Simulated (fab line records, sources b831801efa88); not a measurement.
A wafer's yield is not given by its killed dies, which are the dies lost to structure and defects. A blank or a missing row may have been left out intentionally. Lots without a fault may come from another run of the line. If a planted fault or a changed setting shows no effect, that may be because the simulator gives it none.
Which of the tools did it? ; flow gf180mcu ; 36 wafers from 12 lots sampled at 3 of the route's 602 steps

== WHAT EACH GAUGE READ, for each wafer ==
GF_VT_IMPLANT_TW_MEAS_43.
lot;measured;on;VT_IMPLANT_4_TW
L459;day 8 06:31;film_metro-03;694 697 693
L460;day 8 13:10;film_metro-04;687 692 688
L470;day 11 08:52;film_metro-02;679 678 679
L472;day 11 20:13;film_metro-02;683 683 679
L473;day 12 04:31;film_metro-04;690 697 690
L474;day 12 09:46;film_metro-02;684 682 682
L476;day 13 02:19;film_metro-02;680 683 686
L477;day 13 06:46;film_metro-02;686 687 683
L479;day 13 21:16;film_metro-03;698 696 694
L480;day 14 05:25;film_metro-04;698 693 692

== TOOL THAT RAN EACH LOT (tool first, then ch and the chambers of the sampled wafers, then the start) ==
lot;GF_STI_ETCH_14;GF_STI_STRIP_15
L459;rie_si-02 ch 2,3, day 2 13:44;plasma_asher-04 ch 0,1, day 2 13:49
L460;rie_si-01 ch 0,1,2, day 2 18:40;plasma_asher-01 ch 0,1, day 2 18:45
L461;rie_si-01 ch 0,1,3, day 2 22:53;plasma_asher-01 ch 0,1, day 2 22:59
L462;rie_si-01 ch 0,1,3, day 3 05:11;plasma_asher-01 ch 0,1, day 3 05:16
L470;rie_si-02 ch 0,1,3, day 4 21:05;plasma_asher-01 ch 1, day 4 21:09
L472;rie_si-01 ch 0,1,2, day 5 06:53;plasma_asher-04 ch 0,1, day 5 06:58
L473;rie_si-01 ch 1,2,3, day 5 12:22;plasma_asher-04 ch 0, day 5 12:27
L474;rie_si-01 ch 1,2,3, day 5 17:14;plasma_asher-02 ch 0,1, day 5 17:19
L476;rie_si-02 ch 0,3, day 6 04:23;plasma_asher-04 ch 0,1, day 6 04:27
L477;rie_si-01 ch 0,1, day 6 08:28;plasma_asher-02 ch 0,1, day 6 08:33
L479;rie_si-01 ch 0,1,3, day 6 18:58;plasma_asher-04 ch 0,1, day 6 19:03
L480;rie_si-01 ch 1,2,3, day 7 01:53;plasma_asher-02 ch 0,1, day 7 01:58
- GF_STI_ETCH_14: etches Si in HBr/Cl2/O2, target depth 360 nm, time 102.9 s.
- GF_STI_STRIP_15: strips in O2/N2.

== AS READ BY THE TOOLS THEMSELVES (means over the sampled wafers that have a number; for cases with no such wafer, the mark the record gives instead) ==
GF_STI_ETCH_14.
lot;tool;HBr_flow_sccm (sccm);O2_flow_sccm (sccm);drypump_motor_current_A (A);oes_product_au (a.u.);throttle_valve_pct (%)
L459;rie_si-02;149.6;6.003;5.7;1.000;25.662
L460;rie_si-01;150.5;6.003;5.8;0.996;25.656
L461;rie_si-01;-;-;-;-;-
L462;rie_si-01;-;-;-;-;-
L470;rie_si-02;149.6;6.007;6.0;0.995;25.658
L472;rie_si-01;150.2;6.004;5.8;0.989;25.661
L473;rie_si-01;150.7;6.001;5.5;0.996;25.657
L474;rie_si-01;150.1;5.997;5.4;0.990;25.657
L476;rie_si-02;150.1;5.999;5.9;0.999;25.653
L477;rie_si-01;150.4;6.013;5.9;1.025;25.650
L479;rie_si-01;150.0;6.009;5.5;1.020;25.642
L480;rie_si-01;149.8;6.004;5.4;0.995;25.648

GF_STI_STRIP_15.
lot;tool;drypump_motor_current_A (A);heater_power_w (W);oes_product_au (a.u.);strip_time_to_endpoint_s (s)
L459;plasma_asher-04;5.6;288;0.376;3.60
L460;plasma_asher-01;5.6;337;0.378;3.67
L461;plasma_asher-01;5.6;305;0.429;4.81
L462;plasma_asher-01;5.6;307;0.429;4.79
L470;plasma_asher-01;5.7;354;0.377;3.59
L472;plasma_asher-04;5.5;297;0.379;3.60
L473;plasma_asher-04;5.5;305;0.382;3.63
L474;plasma_asher-02;6.4;327;0.375;3.61
L476;plasma_asher-04;5.5;306;0.380;3.68
L477;plasma_asher-02;6.5;307;0.375;3.59
L479;plasma_asher-04;5.5;304;0.383;3.68
L480;plasma_asher-02;6.5;303;0.380;3.72

== THE ANSWER, worked out from the rows above alone ==
Rule: the lots themselves supply what counts as usual. Put in order of their means at a reading, lots are off if they are a third of the lots or fewer, leave a main group of 4 or more, and stand apart from it by a gap of 3 or more times the standard deviation of the main group's means; of several such gaps the widest counts. If all means in a main group match to the digits the tables above print for the reading, that group is not used. A lot without any number at a reading at which 4 lots or more have one is off too. All remaining lots with rows at the step are treated as sound. Order of review: gauges by route order, followed by the tools' own readings, for which a lot's mean as printed above is used. The first step at which some lot is off is used, and at that step the reading that is off furthest; a lot without a number counts as furthest.
Off: L461, L462, at GF_STI_ETCH_14 (HBr_flow_sccm). Without a number there: L461, L462. For the main group the mean is 150.1 sccm and the standard deviation 0.35.
If a tool, at that step or one of the process steps before it, ran each lot that is off and ran no sound lot following the first of them, it fits. None of those tried fits.

== WHAT THE SIMULATOR HAD PUT IN ==
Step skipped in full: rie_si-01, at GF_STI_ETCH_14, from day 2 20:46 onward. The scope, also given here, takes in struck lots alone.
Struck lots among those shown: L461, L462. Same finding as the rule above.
